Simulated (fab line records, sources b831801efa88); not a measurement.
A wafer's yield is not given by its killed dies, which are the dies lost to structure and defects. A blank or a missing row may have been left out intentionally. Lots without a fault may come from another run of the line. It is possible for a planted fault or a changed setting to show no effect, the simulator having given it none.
A lot that was struck, set against a sound lot / flow sky130 / 32 out of 708 route steps
Sound: these wafers, L760.1, L760.2, L760.6. The struck wafers were L765.2, L765.3, L765.6. The cause is given at the end.
Per side, at each step with rows, come the tool, then ch with its chambers, and then its first start. Under that, the readings that differ: sound wafers / struck wafers / difference of the means / sigmas: that difference in standard deviations of wafers without a fault.
alike: words and numbers the same on both sides, and readings whose means are apart by under 2 such deviations; not compared: readings that were withheld, readings missing a value for some wafer, numbers with overlapping values and no deviation given by the record, and bounds like >300 which may hide the same value.
Wherever a step has rows on one side only, a row that says differs or no value, or a row with sigmas, the two part there. When numbers do not overlap yet have no deviation, they are printed without sigmas and do not part them. A reading missing from all wafers of one side parts the sides only when that side holds two or more wafers.

SKY_PWDE_OVL_MEAS_07:
  sound on overlay-02, day 4 13:46; struck on overlay-02, day 5 11:07
  alike: PWDE_OVL
next, for these wafers, 1 step has no rows: SKY_PWDE_IMPLANT_08.
SKY_PWDE_STRIP_09: strips in O2/N2.
  sound on plasma_asher-02 ch 0,1, day 4 13:57; struck on plasma_asher-02 ch 0,1, day 5 11:18
  alike: drypump_motor_current_A, oes_product_au, strip_time_to_endpoint_s
  not compared: rf_hours_counter_h
SKY_PWDE_TW_MEAS_10:
  sound on film_metro-01, day 4 14:03; struck on film_metro-04, day 5 11:25
  alike: PWDE_TW
then, 7 steps without rows for these wafers: SKY_NWELL_DEHYDRATE_03 (time 60 s); SKY_NWELL_HMDS_04 (prime time 60 s); SKY_NWELL_COAT_05 (resist thk 3000 nm); SKY_NWELL_SOFTBAKE_06; SKY_NWELL_EXPOSE_07 (exposes mask NWM, target cd 840 nm); SKY_NWELL_PEB_08; SKY_NWELL_DEVELOP_09 (develop time 60 s).
SKY_NWELL_OVL_MEAS_10:
  sound on overlay-01, day 5 07:42; struck on overlay-02, day 6 05:52
  alike: NWELL_00_OVL
SKY_NWELL_IMPLANT_11:
  sound on implanter-01 ch 0, day 5 07:44; struck on implanter-02 ch 0, day 6 05:55
reading=beam_on_s (s); sound=9.89 10.13 9.94; struck=71.90 72.68 67.96; difference=+60.86; sigmas=+99 or more
reading=dose_ions_cm2; sound=1.9008e+13 1.9013e+13 1.8969e+13; struck=2.0747e+14 2.0747e+14 2.0748e+14; difference=+1.8848e+14; sigmas=+99 or more
reading=faraday_current_uA; sound=108.3 105.7 107.9; struck=163.5 160.0 172.1; difference=+57.9; sigmas=+26
then, 2 steps without rows for these wafers: SKY_NWELL_IMPLANT_12; SKY_NWELL_IMPLANT_13.
SKY_NWELL_STRIP_14: strips in O2/N2.
  sound on plasma_asher-03 ch 0,1, day 5 08:11; struck on plasma_asher-01 ch 0,1, day 6 06:20
  alike: drypump_motor_current_A, oes_product_au, strip_time_to_endpoint_s
  not compared: rf_hours_counter_h
SKY_NWELL_TW_MEAS_15:
  sound on film_metro-03, day 5 08:17; struck on film_metro-03, day 6 06:27
reading=NWELL_TW; sound=1821 1824 1818; struck=3794 3800 3786; difference=+1972; sigmas=+99 or more
then, 7 steps without rows for these wafers: SKY_NWELL_DEHYDRATE_16 (time 60 s); SKY_NWELL_HMDS_17 (prime time 60 s); SKY_NWELL_COAT_18 (resist thk 3000 nm); SKY_NWELL_SOFTBAKE_19; SKY_NWELL_EXPOSE_20 (exposes mask NWM COMPLEMENT, target cd 840 nm); SKY_NWELL_PEB_21; SKY_NWELL_DEVELOP_22 (develop time 60 s).
SKY_NWELL_OVL_MEAS_23:
  sound on overlay-01, day 6 02:12; struck on overlay-01, day 7 01:18
  alike: NWELL_01_OVL
next, for these wafers, 1 step has no rows: SKY_NWELL_IMPLANT_24.
SKY_NWELL_STRIP_25: strips in O2/N2.
  sound on plasma_asher-04 ch 0,1, day 6 02:23; struck on plasma_asher-01 ch 0, day 7 01:29
reading=strip_time_to_endpoint_s (s); sound=37.04 36.99 36.94; struck=36.71 36.80 36.73; difference=-0.24; sigmas=-2
  alike: drypump_motor_current_A, oes_product_au
  not compared: rf_hours_counter_h
SKY_NWELL_TW_MEAS_26:
  sound on film_metro-03, day 6 02:29; struck on film_metro-03, day 7 01:35
  alike: NWELL_2_TW
then, 1 step without rows for these wafers: SKY_NWELL_CLEAN_27 (cleans in SC1/SC2, time 150 s).
SKY_NWELL_RTA_28: time 30 s.
  sound on rtp_anneal-02 ch 0, day 6 02:36; struck on rtp_anneal-01 ch 0, day 7 01:43
  alike: chamber_o2_ppm, lamp_power_pct, wafer_temp_C_max
SKY_NWELL_RS_MEAS_29: measurement is done with a four-point probe.
  sound on film_metro-01, day 6 02:42; struck on film_metro-01, day 7 01:49
reading=NWELL_RS (ohm/sq); sound=627.0 625.1 626.6; struck=161.0 161.0 161.1; difference=-465.2; sigmas=-99 or more
-- the record jumps here: 41 days lie between the struck wafers' starts before and after (it left off in module NWELL and takes up again in module PAD_OPEN, whose first step shown is number 708 of the route) --
SKY_PAD_OPEN_PROBE_99:
  the record has rows for the struck wafers here (prober-01, day 47 15:43) and none for the sound ones

== WHERE THEY PART ==
First at SKY_NWELL_IMPLANT_11; last, within this record, at SKY_PAD_OPEN_PROBE_99.

WHY: what the simulator had put in
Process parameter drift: implanter-02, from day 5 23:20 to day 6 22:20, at SKY_NWELL_IMPLANT_11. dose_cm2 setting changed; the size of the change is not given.
